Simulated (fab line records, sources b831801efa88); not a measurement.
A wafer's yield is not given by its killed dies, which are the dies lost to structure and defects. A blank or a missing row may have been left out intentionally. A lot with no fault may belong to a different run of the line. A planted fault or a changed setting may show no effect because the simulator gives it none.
Which tool was responsible? / flow gf180mcu / 18 wafers from 6 lots sampled at 2 of the route's 602 steps

## WHAT EACH GAUGE READ, for each wafer
GF_DUAL_GATE_THK_MEAS_03.
lot=L915; measured=day 7 20:34; on=film_metro-01; DUAL_GATE_OXIDATION_00_THK (nm)=11.00 11.17 11.05
lot=L918; measured=day 8 18:19; on=film_metro-04; DUAL_GATE_OXIDATION_00_THK (nm)=10.78 10.79 10.82
lot=L920; measured=day 9 04:04; on=film_metro-04; DUAL_GATE_OXIDATION_00_THK (nm)=11.02 11.07 11.01
lot=L922; measured=day 9 20:49; on=film_metro-01; DUAL_GATE_OXIDATION_00_THK (nm)=11.12 11.31 11.30
lot=L932; measured=day 12 13:58; on=film_metro-04; DUAL_GATE_OXIDATION_00_THK (nm)=10.80 10.68 10.81
lot=L935; measured=day 13 10:29; on=film_metro-04; DUAL_GATE_OXIDATION_00_THK (nm)=10.48 10.42 10.43

## TOOL THAT RAN EACH LOT (tool first, then ch and the chambers of the sampled wafers, then the start)
lot=L915; GF_DUAL_GATE_OXIDATION_02=furnace-02 ch 0, day 7 19:08
lot=L918; GF_DUAL_GATE_OXIDATION_02=furnace-02 ch 0, day 8 16:52
lot=L920; GF_DUAL_GATE_OXIDATION_02=furnace-02 ch 0, day 9 02:37
lot=L922; GF_DUAL_GATE_OXIDATION_02=furnace-01 ch 0, day 9 19:21
lot=L932; GF_DUAL_GATE_OXIDATION_02=furnace-01 ch 0, day 12 12:31
lot=L935; GF_DUAL_GATE_OXIDATION_02=furnace-01 ch 0, day 13 09:02
- GF_DUAL_GATE_OXIDATION_02: stabilise 600 s, purge 300 s, target thk 10.887 nm.

## THE ANSWER, worked out from the rows above alone
Rule: what is usual is taken from the lots themselves. Put in order of their means at a reading, lots are off if they are a third of the lots or fewer, leave a main group of 4 or more, and stand apart from it by a gap of 3 or more times the standard deviation of the main group's means; of several such gaps the widest counts. Not used: any main group whose means are identical at the precision the tables above print for the reading. Also off: a lot with no number at a reading for which 4 or more lots have one. Any other lot the step has rows for is counted as sound.
Nothing can be told from this: no lot is off at any reading shown.

## WHAT WAS PUT IN BY THE SIMULATOR
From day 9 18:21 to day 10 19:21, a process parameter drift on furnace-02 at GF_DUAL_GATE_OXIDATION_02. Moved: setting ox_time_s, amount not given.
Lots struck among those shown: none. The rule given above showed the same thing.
